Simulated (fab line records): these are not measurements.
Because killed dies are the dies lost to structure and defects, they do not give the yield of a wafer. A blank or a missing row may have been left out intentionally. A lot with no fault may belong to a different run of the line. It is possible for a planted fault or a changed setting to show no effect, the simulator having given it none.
Which of the tools did it? -- flow gf180mcu -- at 1 step of a route of 602, 12 lots with 36 wafers sampled

== WHAT THE GAUGES READ, wafer by wafer ==
GF_NWELL_TW_MEAS_11.
lot,measured,on,NWELL_TW
L075,day 3 16:14,film-metro-04,1584 1590 1585
L077,day 3 23:17,film-metro-03,1579 1587 1574
L079,day 4 11:47,film-metro-02,1605 1601 1595
L081,day 4 20:56,film-metro-03,1557 1546 1548
L083,day 5 10:26,film-metro-04,1591 1591 1592
L085,day 5 21:08,film-metro-04,1587 1584 1578
L087,day 6 13:37,film-metro-02,1601 1611 1610
L089,day 6 19:54,film-metro-02,1610 1606 1608
L091,day 7 06:25,film-metro-02,1592 1596 1595
L093,day 7 16:46,film-metro-04,1575 1578 1576
L095,day 8 04:09,film-metro-03,1546 1555 1549
L097,day 8 12:47,film-metro-02,1596 1600 1589

== TOOL THAT RAN EACH LOT (tool first, then ch and the chambers of the sampled wafers, then the start) ==
Record: no process step prior to these readings.

== THE ANSWER, worked out from the rows above alone ==
Rule: the lots themselves supply what counts as usual. Put in order of their means at a reading, lots are off if they are a third of the lots or fewer, leave a main group of 4 or more, and stand apart from it by a gap of 3 or more times the standard deviation of the main group's means; of several such gaps the widest counts. A main group whose means are all the same, to the digits that the tables above print for the reading, isn't used. Also off: a lot with no number at a reading for which 4 or more lots have one. All remaining lots with rows at the step are treated as sound.
No lot is off on any of the readings shown, so nothing can be concluded from this.

== WHAT THE SIMULATOR HAD INSERTED ==
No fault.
